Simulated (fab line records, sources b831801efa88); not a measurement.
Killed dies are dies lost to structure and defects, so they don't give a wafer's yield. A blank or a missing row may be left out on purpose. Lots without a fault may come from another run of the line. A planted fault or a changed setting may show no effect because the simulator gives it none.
One fault seen from 2 desks | flow gf180mcu | each desk has only its own numbers; what lay behind them comes last

THE METROLOGY DESK
What the gauges read, lot by lot, whatever tool the lot ran on: means of the sampled wafers that have a number. A lot is out of limits, marked OUT, if its mean lies more than 4 standard deviations from the usual mean; the brackets give that distance.
Columns: A = CONTACT_BOW at GF_CONTACT_BOW_MEAS_05, usual 65 um
lot  | first seen here | A
L378 | day 15 01:46    | 62
L380 | day 15 19:08    | 65
L381 | day 16 00:43    | 68
L382 | day 16 15:52    | 60
L383 | day 16 21:32    | 70
L384 | day 17 08:25    | 67
L387 | day 18 14:30    | 67
L389 | day 19 08:22    | 65
L391 | day 19 20:56    | 62
L392 | day 20 08:22    | 62
L393 | day 20 14:13    | 65
L394 | day 20 23:13    | 73
L395 | day 21 05:43    | 71
L396 | day 21 12:28    | 70
L397 | day 22 01:17    | 60
This desk's finding: nothing out of limits on any of the 15 lots.

THE TOOL OWNER'S DESK: litho_track-03
The tool's own readings at GF_STI_PEB_10 (peb time 90 s): means of the sampled wafers that have a number, for each lot that ran on this tool. A lot is out of limits, marked OUT, if its mean lies more than 4 standard deviations from the usual mean; the brackets give that distance.
Columns: A = heater_power_total_W at GF_STI_PEB_10, usual 85.69 W
lot  | first seen here | A
L380 | day 2 11:17     | 85.65
L391 | day 4 19:54     | 85.68
L392 | day 5 00:20     | 85.69
L394 | day 5 12:10     | 87.98 (+27) OUT
L395 | day 5 16:32     | 87.94 (+26) OUT
L396 | day 5 21:43     | 87.91 (+26) OUT
This desk's finding: out of limits on L394, L395, L396; first on L394, day 5 12:10 (heater_power_total_W at GF_STI_PEB_10). In limits: L380, L391, L392.

PUT TOGETHER
The tool owner's desk could have raised an alarm at day 5 12:10, on L394, L395, L396.
The metrology desk saw nothing out of limits.
The metrology desk has L394, L395, L396 on record, within its limits.
Of the lots named, all ran GF_STI_PEB_10 on litho_track-03.

WHAT THE SIMULATOR HAD PUT IN
Process parameter drift: litho_track-03, from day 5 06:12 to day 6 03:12, at GF_STI_PEB_10. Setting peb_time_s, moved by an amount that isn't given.
Lots struck among those shown: L394, L395, L396.
Hours from the fault's start to each desk's first reading out of limits: the tool owner's desk, 6.
